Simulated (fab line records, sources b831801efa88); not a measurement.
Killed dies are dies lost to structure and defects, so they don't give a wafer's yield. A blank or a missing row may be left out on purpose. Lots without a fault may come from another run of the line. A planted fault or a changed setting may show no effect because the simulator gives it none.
A struck lot beside a sound one | flow gf180mcu | 16 steps out of a route of 602
Sound: wafers L634.1, L634.3, L634.5. Struck: wafers L638.2, L638.3, L638.4. The cause comes at the end.
At each step with rows: each side's tool, then ch and its chambers, then its first start. Under that, the readings that differ: sound wafers | struck wafers | difference of the means | sigmas: that difference in standard deviations of wafers without a fault.
alike: readings whose means differ by less than 2 such deviations, and words and numbers that are the same on both sides. not compared: withheld readings, readings that some wafer has no value for, bounds like >300 that may hide the same value, and numbers for which the record gives no deviation and whose values overlap.
The two part at a step that has a row with sigmas, a row that says differs or no value, or rows on one side only. Numbers that don't overlap but have no deviation are shown without sigmas and don't part them. A reading that every wafer of one side lacks parts them only if that side has two wafers or more.

GF_NSD_CD_MEAS_07: target cd 400 nm.
  sound on cd_sem-01, day 15 18:37; struck on cd_sem-01, day 17 10:59
  alike: cd_nm
GF_NSD_OVL_MEAS_08:
  sound on overlay-01, day 15 18:44; struck on overlay-02, day 17 11:05
  alike: NSD_OVL
then, 2 steps without rows for these wafers: GF_NSD_IMPLANT_09; GF_NSD_IMPLANT_10.
GF_NSD_STRIP_11: strips in O2/N2.
  sound on plasma_asher-01 ch 0,1, day 15 19:04; struck on plasma_asher-04 ch 0,1, day 17 11:25
  alike: chamber_pressure_mTorr, drypump_motor_current_A, heater_power_w, oes_product_au, strip_time_to_endpoint_s
  not compared: rf_hours_counter_h
GF_NSD_TW_MEAS_12:
  sound on film_metro-03, day 15 19:10; struck on film_metro-02, day 17 11:31
  alike: NSD_TW
then, 6 steps without rows for these wafers: GF_PSD_DEHYDRATE_00 (time 60 s); GF_PSD_HMDS_01 (prime time 60 s); GF_PSD_COAT_02 (resist thk 1000 nm); GF_PSD_SOFTBAKE_03 (time 60 s); GF_PSD_EXPOSE_04 (exposes mask Pplus, target cd 400 nm); GF_PSD_PEB_05.
GF_PSD_DEVELOP_06: develop time 60 s.
  sound on litho_track-04 ch 0, day 16 17:35; struck on litho_track-04 ch 0, day 18 10:30
  reading              | sound             | struck            | difference | sigmas
  developer_temp_C (C) | 22.95 23.01 22.94 | 25.17 25.08 25.29 | +2.21      | +18
GF_PSD_CD_MEAS_07: target cd 400 nm.
  sound on cd_sem-01, day 16 17:44; struck on cd_sem-02, day 18 10:39
  reading    | sound             | struck            | difference | sigmas
  cd_nm (nm) | 398.9 401.6 398.9 | 394.7 396.0 393.4 | -5.1       | -3
GF_PSD_OVL_MEAS_08:
  sound on overlay-02, day 16 17:51; struck on overlay-01, day 18 10:45
  alike: PSD_OVL
-- the record jumps here: 14 days lie between the struck wafers' starts before and after (it left off in module PSD and takes up again in module PASSIVATION, whose first step shown is number 602 of the route) --
GF_PASSIVATION_PROBE_99:
  the record has rows for the struck wafers here (prober-02, day 32 12:59) and none for the sound ones

WHERE THEY PART
First at GF_PSD_DEVELOP_06; last, within this record, at GF_PASSIVATION_PROBE_99.

WHY: what the simulator had put in
Process parameter drift: litho_track-04, from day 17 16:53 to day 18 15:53, at GF_PSD_DEVELOP_06. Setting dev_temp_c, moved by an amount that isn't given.
